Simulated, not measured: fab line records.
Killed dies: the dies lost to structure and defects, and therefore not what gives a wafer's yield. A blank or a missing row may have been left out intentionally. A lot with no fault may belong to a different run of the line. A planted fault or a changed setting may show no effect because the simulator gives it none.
Which tool is to blame? :: flow gf180mcu :: 14 lots (42 wafers sampled), 1 step of a 602-step route

== WHAT THE GAUGES SHOWED, per wafer ==
GF_V4_THK_MEAS_03.
lot: L802
measured: day 23 08:41
on: filmMetro-02
V4_CVD_02_THK (nm): 846 865 849

lot: L803
measured: day 23 17:38
on: filmMetro-03
V4_CVD_02_THK (nm): 830 847 856

lot: L804
measured: day 24 00:31
on: filmMetro-04
V4_CVD_02_THK (nm): 858 857 861

lot: L805
measured: day 24 11:32
on: filmMetro-03
V4_CVD_02_THK (nm): 852 856 864

lot: L807
measured: day 25 07:04
on: filmMetro-03
V4_CVD_02_THK (nm): 848 829 840

lot: L808
measured: day 25 13:19
on: filmMetro-03
V4_CVD_02_THK (nm): 847 866 854

lot: L809
measured: day 25 20:35
on: filmMetro-02
V4_CVD_02_THK (nm): 839 838 859

lot: L810
measured: day 26 02:31
on: filmMetro-03
V4_CVD_02_THK (nm): 845 839 867

lot: L819
measured: day 28 18:43
on: filmMetro-04
V4_CVD_02_THK (nm): 830 857 845

lot: L821
measured: day 29 08:23
on: filmMetro-02
V4_CVD_02_THK (nm): 843 846 865

lot: L820
measured: day 29 09:40
on: filmMetro-03
V4_CVD_02_THK (nm): 844 863 877

lot: L823
measured: day 30 02:38
on: filmMetro-04
V4_CVD_02_THK (nm): 856 852 866

lot: L822
measured: day 30 04:18
on: filmMetro-04
V4_CVD_02_THK (nm): 836 866 856

lot: L824
measured: day 30 07:56
on: filmMetro-04
V4_CVD_02_THK (nm): 842 833 844

== WHAT TOOL EACH LOT RAN ON (gives the tool, then ch and the chambers of the sampled wafers, and finally the start) ==
The record holds no process step before these readings.

== AS READ BY THE TOOLS THEMSELVES (means over the sampled wafers that have a number; for cases with no such wafer, the mark the record gives instead) ==
The record holds no such reading with a usual standard deviation.

== THE ANSWER, worked out from the rows above alone ==
Rule: the lots themselves supply what counts as usual. The widest of any qualifying gaps counts: lots, ordered by their means at a reading, are off when they make up no more than a third of the lots, leave a main group of 4 or more, and stand apart from it by 3 or more times the standard deviation of that group's means. If all means in a main group match to the digits the tables above print for the reading, that group is not used. Also off: a lot with no number at a reading for which 4 or more lots have one. The other lots that the step has rows for count as sound. The gauges are gone through in route order, then the tools' own readings, and for those a lot's mean is taken as printed above. The first step at which some lot is off is used, and at that step the reading that is off furthest; a lot without a number counts as furthest.
No lot is off at any reading shown: from this, nothing can be told.

== WHAT WAS PUT IN BY THE SIMULATOR ==
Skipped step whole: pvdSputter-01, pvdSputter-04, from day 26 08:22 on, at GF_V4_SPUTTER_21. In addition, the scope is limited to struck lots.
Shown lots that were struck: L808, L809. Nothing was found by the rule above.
